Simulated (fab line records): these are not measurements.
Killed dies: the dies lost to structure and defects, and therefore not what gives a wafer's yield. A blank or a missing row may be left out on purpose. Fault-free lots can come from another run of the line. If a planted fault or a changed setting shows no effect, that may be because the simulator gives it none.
The tool behind it: which one? | flow gf180mcu | Sampling: 12 lots, 36 wafers, 2 of 602 route steps

WHAT THE GAUGES SHOWED, per wafer
GF_V2_THK_MEAS_03.
lot  | measured     | on            | V2_CVD_02_THK (nm)
L075 | day 19 20:34 | film-metro-02 | 837 846 852
L077 | day 20 13:43 | film-metro-01 | 850 837 847
L079 | day 21 07:54 | film-metro-02 | 833 846 846
L081 | day 22 00:31 | film-metro-04 | 846 843 860
L083 | day 22 12:36 | film-metro-02 | 839 843 862
L085 | day 23 20:41 | film-metro-01 | 841 869 851
L087 | day 24 08:08 | film-metro-02 | 840 857 864
L089 | day 25 02:25 | film-metro-04 | 851 849 861
L091 | day 25 13:34 | film-metro-04 | 846 855 858
L093 | day 26 00:20 | film-metro-01 | 855 862 865
L095 | day 26 15:03 | film-metro-01 | 834 850 862
L097 | day 27 08:56 | film-metro-01 | 841 850 852

EACH LOT AND THE TOOL THAT RAN IT (in order: tool; ch and the chambers of the sampled wafers; start)
lot  | GF_V1_SPUTTER_22
L075 | pvd-sputter-04, day 18 18:04
L077 | pvd-sputter-04, day 19 11:27
L079 | pvd-sputter-04, day 20 05:44
L081 | pvd-sputter-02, day 20 22:47
L083 | pvd-sputter-04, day 21 10:56
L085 | pvd-sputter-04, day 22 20:22
L087 | pvd-sputter-03, day 23 07:36
L089 | pvd-sputter-02, day 24 02:51
L091 | pvd-sputter-04, day 24 14:42
L093 | pvd-sputter-02, day 25 01:20
L095 | pvd-sputter-04, day 25 16:15
L097 | pvd-sputter-02, day 26 10:42
- GF_V1_SPUTTER_22: material TiN, target thk 10 nm, time 40 s.

THE ANSWER, worked out from the rows above alone
Rule: the usual values come from the lots themselves. Put in order of their means at a reading, lots are off if they are a third of the lots or fewer, leave a main group of 4 or more, and stand apart from it by a gap of 3 or more times the standard deviation of the main group's means; of several such gaps the widest counts. If all means in a main group match to the digits the tables above print for the reading, that group is not used. Also off: a lot with no number at a reading for which 4 or more lots have one. The other lots that the step has rows for count as sound.
Nothing can be told from this: no lot is off at any reading shown.

WHAT THE SIMULATOR HAD INSERTED
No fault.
